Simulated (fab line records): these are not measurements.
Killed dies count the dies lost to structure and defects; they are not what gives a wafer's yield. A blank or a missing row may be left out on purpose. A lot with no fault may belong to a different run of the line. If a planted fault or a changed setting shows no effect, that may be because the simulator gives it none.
Problem report, 8D (eight disciplines) form, completed by code | flow gf180mcu | the parts of the form that need people (team, actions taken, sign-off) are left out

1. THE PROBLEM
TOP_METAL_ALCU_RS at GF_TOP_METAL_RS_MEAS_05 reads a mean of 0.0362 ohm/sq on 4 wafers of 3 lots; wafers without a fault read 0.0326 ohm/sq with a standard deviation of 0.00035. That puts it +10 standard deviations away from the usual mean.
The step: measures by four-point-probe.
Seen first at day 30 21:17 on film metro-02, wafer L512.4. The record has a number at this step for 27 wafers belonging to 9 lots. Rule for "out", or "out of limits": more than 4 standard deviations from the usual mean. All remaining wafers that have a number are taken as sound.

2. WHAT IT IS, WHAT IT ISN'T
question                    | is                             | is not
which readings at this step | TOP_METAL_ALCU_RS              | -
which lots                  | L512, L513, L515               | L506, L507, L519, L520, L522, L524
which wafers of those lots  | L512.4, L512.6, L513.1, L515.5 | L512.2, L513.3, L513.4, L515.1, L515.2
read on which gauges        | film metro-02                  | film metro-01, film metro-04
when                        | from day 30 21:17              | up to then (7 sound wafers); but 16 sound wafers of L513, L515, L519, L520, L522, L524 came after

3. SUSPECTS, AND WHAT RULES EACH OUT
Counting: if a tool at a process step up to the reading ran every lot that is out, it stays a suspect. Sound lots after the first of them don't rule it out here, since some wafers of a struck lot are sound.
- ruled out: the gauge at GF_TOP_METAL_RS_MEAS_05. All the wafers that are out were read on film metro-02, but those of them that GF_TOP_METAL_METAL_ETCH_16 has rows for are out there too, on other tools.
- pvd sputter-04 at GF_TOP_METAL_SPUTTER_02 (material AlCu, target thk 900 nm, time 47.82 s): kept. Every lot that is out went through it, the first being L512 (day 30 21:10); the last sound lot it ran before that was L507 (day 29 11:26).
The count leaves pvd sputter-04 at GF_TOP_METAL_SPUTTER_02.

4. THE CAUSE (what the simulator had put in)
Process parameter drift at GF_TOP_METAL_SPUTTER_02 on pvd sputter-04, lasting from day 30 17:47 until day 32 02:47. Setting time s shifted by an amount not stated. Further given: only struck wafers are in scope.
Counting left only this tool.

5. SEQUENCE OF EFFECTS, ordered by route
One row per reading whose mean, taken over the struck wafers that have a number, lies over 3 standard deviations from the usual. Readings are gone through only where the record gives a usual standard deviation; hours: the median, over the lots, of the time from a lot's start at the first step in this table giving one to that lot's start at this step; sigmas: the change measured in usual standard deviations.
hours | step                       | reading            | usual         | on struck wafers | change  | sigmas
0     | GF_TOP_METAL_RS_MEAS_05    | TOP_METAL_ALCU_RS  | 0.0326 ohm/sq | 0.0362           | +0.0036 | +10
2     | GF_TOP_METAL_THK_MEAS_06   | TOP_METAL_ALCU_THK | 928 nm        | 840              | -88     | -7.4
17    | GF_TOP_METAL_METAL_ETCH_16 | oes product au     | 0.967 a.u.    | 0.918            | -0.049  | -6.9
17    | GF_TOP_METAL_METAL_ETCH_16 | throttle valve pct | 28.255 %      | 28.306           | +0.052  | +5.2
Process steps it contains:
- GF_TOP_METAL_METAL_ETCH_16: etches the open film in Cl2/BCl3, stops on SiO2, target depth 1077.5 nm, time 179.6 s.

6. WHAT WOULD HAVE CAUGHT IT SOONER
3 hours passed between the start of the fault at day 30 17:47 and the first reading out of limits at a measuring or inspecting step in this record, taken at day 30 21:17.
Of the tool readings at GF_TOP_METAL_SPUTTER_02 for which the record gives a usual standard deviation, none was out on any struck wafer, so an alarm limit of 4 standard deviations on them would not have fired.
Lots out: 3; of these, L513, L515 started GF_TOP_METAL_SPUTTER_02 on pvd sputter-04 after day 30 21:17. A hold on the tool at that time would have spared those 2.
